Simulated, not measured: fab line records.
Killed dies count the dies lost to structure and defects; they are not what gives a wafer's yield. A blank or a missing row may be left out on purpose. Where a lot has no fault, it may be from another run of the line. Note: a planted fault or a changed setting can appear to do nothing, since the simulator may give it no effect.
Struck lot and sound lot, side by side / flow sky130 / 14 steps out of a route of 708
Sound: the wafers L484.1, L484.4, L484.5. Struck: wafers L498.1, L498.4, L498.6. The cause is given at the end.
Each step with rows lists, per side, the tool, then ch with its chambers, then its first start. Under that, the readings that differ: sound wafers / struck wafers / difference of the means / sigmas: that difference in standard deviations of wafers without a fault.
alike: same words and numbers on both sides, and readings whose means sit less than 2 such deviations apart. not compared: any withheld reading, any reading some wafer has no value for, any bound like >300 that may hide the same value, and any number with overlapping values for which the record gives no deviation.
Wherever a step has rows on one side only, a row that says differs or no value, or a row with sigmas, the two part there. Numbers that don't overlap but have no deviation are shown without sigmas and don't part them. A reading missing from all wafers of one side parts the sides only when that side holds two or more wafers.

first, 4 steps without rows for these wafers: SKY_LDD_HVN_SOFTBAKE_03 (time 60 s); SKY_LDD_HVN_EXPOSE_04 (exposes mask HVNTM, target cd 700 nm); SKY_LDD_HVN_PEB_05; SKY_LDD_HVN_DEVELOP_06 (develop time 60 s).
SKY_LDD_HVN_OVL_MEAS_07:
  sound: overlay-01 at day 21 19:11; struck: overlay-02 at day 26 13:01
  alike: LDD_HVN_OVL
next, for these wafers, 1 step has no rows: SKY_LDD_HVN_IMPLANT_08.
SKY_LDD_HVN_STRIP_09: strips in O2/N2.
  sound on plasma asher-03 ch 0,1, day 21 19:23; struck on plasma asher-03 ch 1, day 26 13:12
  alike: drypump motor current A, oes product au, strip time to endpoint s
  not compared: rf hours counter h
SKY_LDD_HVN_TW_MEAS_10:
  sound: film metro-04 at day 21 19:29; struck: film metro-03 at day 26 13:18
reading=LDD_HVN_TW; sound=1442 1441 1443; struck=1418 1413 1416; difference=-26; sigmas=-2
then, 4 steps without rows for these wafers: SKY_LDD_HVP_DEHYDRATE_00 (time 60 s); SKY_LDD_HVP_HMDS_01 (prime time 60 s); SKY_LDD_HVP_COAT_02 (resist thk 300 nm); SKY_LDD_HVP_SOFTBAKE_03 (time 60 s).
SKY_LDD_HVP_EXPOSE_04: exposes mask HVPTM, target cd 700 nm.
  sound on iline stepper-02 ch 0, day 22 11:35; struck on iline stepper-02, day 27 03:11
  no value came back on the struck wafers for exposure dose mJ cm2, focus offset nm (nm), sigma outer, stage vel mm s (mm/s); on the sound wafers exposure dose mJ cm2 reads 85.91 86.02 85.93
  alike: mask
next, for these wafers, 1 step has no rows: SKY_LDD_HVP_PEB_05.

## WHERE THEY PART
First at SKY_LDD_HVN_TW_MEAS_10; last, within this record, at SKY_LDD_HVP_EXPOSE_04.

WHY: what the simulator had put in
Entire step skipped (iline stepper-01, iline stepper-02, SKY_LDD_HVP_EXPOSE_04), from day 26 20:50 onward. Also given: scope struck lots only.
